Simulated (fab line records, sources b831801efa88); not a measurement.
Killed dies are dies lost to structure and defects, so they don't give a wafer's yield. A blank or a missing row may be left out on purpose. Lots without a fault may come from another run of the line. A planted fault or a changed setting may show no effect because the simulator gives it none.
One fault seen from 2 desks | flow gf180mcu | each desk has only its own numbers; what lay behind them comes last

THE METROLOGY DESK
What the gauges read, lot by lot, whatever tool the lot ran on: means of the sampled wafers that have a number. A lot is out of limits, marked OUT, if its mean lies more than 4 standard deviations from the usual mean; the brackets give that distance.
Columns: A = MVPSD_TW at GF_MVPSD_TW_MEAS_11, usual 559
lot  | first seen here | A
L683 | day 4 23:07     | 560
L685 | day 5 12:31     | 556
L686 | day 5 23:31     | 556
L688 | day 6 10:31     | 561
L689 | day 6 13:07     | 560
L690 | day 6 22:07     | 558
L691 | day 7 04:20     | 564
L693 | day 7 13:28     | 557
L701 | day 9 13:03     | 559
L702 | day 9 18:43     | 558
L703 | day 10 02:07    | 555
L705 | day 10 11:52    | 554
This desk's finding: nothing out of limits on any of the 12 lots.

THE TOOL OWNER'S DESK: litho_track-02
The tool's own readings at GF_MVSD_COAT_02 (resist thk 3000 nm): means of the sampled wafers that have a number, for each lot that ran on this tool. A lot is out of limits, marked OUT, if its mean lies more than 4 standard deviations from the usual mean; the brackets give that distance.
Columns: A = chill_plate_temp_C at GF_MVSD_COAT_02, usual 23.01 C
lot  | first seen here | A
L683 | day 4 01:25     | 23.06
L685 | day 4 14:44     | 23.15
L691 | day 6 04:19     | 23.05
L701 | day 8 10:47     | 23.10
This desk's finding: nothing out of limits on any of the 4 lots.

PUT TOGETHER
The metrology desk saw nothing out of limits.
The tool owner's desk saw nothing out of limits.

WHAT THE SIMULATOR HAD PUT IN
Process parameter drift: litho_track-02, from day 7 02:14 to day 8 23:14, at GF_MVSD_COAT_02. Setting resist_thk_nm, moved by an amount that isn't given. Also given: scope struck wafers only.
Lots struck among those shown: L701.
